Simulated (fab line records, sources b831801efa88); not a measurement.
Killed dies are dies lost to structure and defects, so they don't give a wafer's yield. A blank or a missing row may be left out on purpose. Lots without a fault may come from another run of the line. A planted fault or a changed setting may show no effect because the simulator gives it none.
A struck lot beside a sound one | flow sky130 | 33 steps out of a route of 708
Sound: wafers L803.1, L803.2, L803.4. Struck: wafers L809.1, L809.3, L809.4. The cause comes at the end.
At each step with rows: each side's tool, then ch and its chambers, then its first start. Under that, the readings that differ: sound wafers | struck wafers | difference of the means | sigmas: that difference in standard deviations of wafers without a fault.
alike: readings whose means differ by less than 2 such deviations, and words and numbers that are the same on both sides. not compared: withheld readings, readings that some wafer has no value for, bounds like >300 that may hide the same value, and numbers for which the record gives no deviation and whose values overlap.
The two part at a step that has a row with sigmas, a row that says differs or no value, or rows on one side only. Numbers that don't overlap but have no deviation are shown without sigmas and don't part them. A reading that every wafer of one side lacks parts them only if that side has two wafers or more.

SKY_SD_P_CD_MEAS_07: target cd 380 nm.
  sound on cd_sem-02, day 26 20:59; struck on cd_sem-01, day 29 08:50
  alike: cd_nm
SKY_SD_P_OVL_MEAS_08:
  sound on overlay-02, day 26 21:07; struck on overlay-02, day 29 08:58
  alike: SD_P_OVL
then, 1 step without rows for these wafers: SKY_SD_P_IMPLANT_09.
SKY_SD_P_STRIP_10: strips in O2/N2.
  sound on plasma_asher-01 ch 0,1, day 26 21:18; struck on plasma_asher-03 ch 0,1, day 29 09:08
  alike: drypump_motor_current_A, oes_product_au, strip_time_to_endpoint_s
  not compared: rf_hours_counter_h
SKY_SD_P_TW_MEAS_11:
  sound on film_metro-01, day 26 21:24; struck on film_metro-04, day 29 09:14
  alike: SD_P_TW
then, 7 steps without rows for these wafers: SKY_RES_XHIGH_DEHYDRATE_00 (time 60 s); SKY_RES_XHIGH_HMDS_01 (prime time 60 s); SKY_RES_XHIGH_COAT_02 (resist thk 1140 nm); SKY_RES_XHIGH_SOFTBAKE_03 (time 60 s); SKY_RES_XHIGH_EXPOSE_04 (exposes mask URPM, target cd 1270 nm); SKY_RES_XHIGH_PEB_05; SKY_RES_XHIGH_DEVELOP_06 (develop time 60 s).
SKY_RES_XHIGH_IMPLANT_07:
  sound on implanter-01 ch 0, day 28 02:02; struck on implanter-03 ch 0, day 30 13:08
  reading            | sound                         | struck                     | difference | sigmas
  beam_on_s (s)      | 35.2 35.4 36.3                | 9.9 9.9 10.0               | -25.7      | -14
  dose_ions_cm2      | 3.598e+14 3.595e+14 3.602e+14 | 3.53e+13 3.53e+13 3.53e+13 | -3.25e+14  | -99 or more
  faraday_current_uA | 575 573 560                   | 204 205 203                | -365       | -13
SKY_RES_XHIGH_STRIP_08: strips in O2/N2.
  sound on plasma_asher-03 ch 0,1, day 28 02:11; struck on plasma_asher-03 ch 0,1, day 30 13:17
  reading                      | sound             | struck            | difference | sigmas
  strip_time_to_endpoint_s (s) | 14.29 14.30 14.29 | 14.15 14.14 14.17 | -0.14      | -3
  alike: drypump_motor_current_A, oes_product_au
  not compared: rf_hours_counter_h
SKY_RES_XHIGH_TW_MEAS_09:
  sound on film_metro-04, day 28 02:17; struck on film_metro-02, day 30 13:37
  reading      | sound          | struck      | difference | sigmas
  RES_XHIGH_TW | 1610 1616 1614 | 794 789 787 | -823       | -37
  not compared: hold
then, 6 steps without rows for these wafers: SKY_SD_N_HMDS_01 (prime time 60 s); SKY_SD_N_COAT_02 (resist thk 1140 nm); SKY_SD_N_SOFTBAKE_03 (time 60 s); SKY_SD_N_EXPOSE_04 (exposes mask NSDM, target cd 380 nm); SKY_SD_N_PEB_05; SKY_SD_N_DEVELOP_06 (develop time 60 s).
SKY_SD_N_CD_MEAS_07: target cd 380 nm.
  sound on cd_sem-01, day 29 06:29; struck on cd_sem-02, day 31 16:20
  alike: cd_nm
SKY_SD_N_OVL_MEAS_08:
  sound on overlay-02, day 29 06:37; struck on overlay-02, day 31 16:28
  alike: SD_N_OVL
then, 2 steps without rows for these wafers: SKY_SD_N_IMPLANT_09; SKY_SD_N_IMPLANT_10.
SKY_SD_N_STRIP_11: strips in O2/N2.
  sound on plasma_asher-02 ch 0,1, day 29 06:56; struck on plasma_asher-02 ch 0,1, day 31 16:47
  alike: drypump_motor_current_A, oes_product_au, strip_time_to_endpoint_s
  not compared: rf_hours_counter_h
SKY_SD_N_TW_MEAS_12:
  sound on film_metro-02, day 29 07:02; struck on film_metro-02, day 31 16:53
  alike: SD_N_TW
then, 1 step without rows for these wafers: SKY_SD_N_CLEAN_13 (cleans in SC1/SC2, time 150 s).
SKY_SD_N_RTA_14: time 2 s.
  sound on rtp_anneal-01 ch 0, day 29 07:10; struck on rtp_anneal-01 ch 0, day 31 17:01
  alike: anneal_temp_c_max, lamp_power_pct, wafer_temp_C_max
SKY_SD_N_RS_MEAS_16: measures by four-point-probe.
  sound on film_metro-01, day 29 07:20; struck on film_metro-01, day 31 17:11
  alike: SD_N_RS
SKY_SD_N_RS_MEAS_17: measures by four-point-probe.
  sound on film_metro-01, day 29 07:27; struck on film_metro-01, day 31 17:18
  alike: SD_P_RS
SKY_SD_N_RS_MEAS_18: measures by four-point-probe.
  sound on film_metro-01, day 29 07:34; struck on film_metro-01, day 31 17:46
  reading               | sound             | struck               | difference | sigmas
  RES_XHIGH_RS (ohm/sq) | 334.9 334.9 335.4 | 2039.2 2059.7 2058.2 | +1717.3    | +99 or more
  not compared: hold
then, 1 step without rows for these wafers: SKY_PAD_OPEN_PROBE_99.

WHERE THEY PART
First at SKY_RES_XHIGH_IMPLANT_07; last, within this record, at SKY_SD_N_RS_MEAS_18.

WHY: what the simulator had put in
Process parameter drift: implanter-03, from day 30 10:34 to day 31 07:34, at SKY_RES_XHIGH_IMPLANT_07. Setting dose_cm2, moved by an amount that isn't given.
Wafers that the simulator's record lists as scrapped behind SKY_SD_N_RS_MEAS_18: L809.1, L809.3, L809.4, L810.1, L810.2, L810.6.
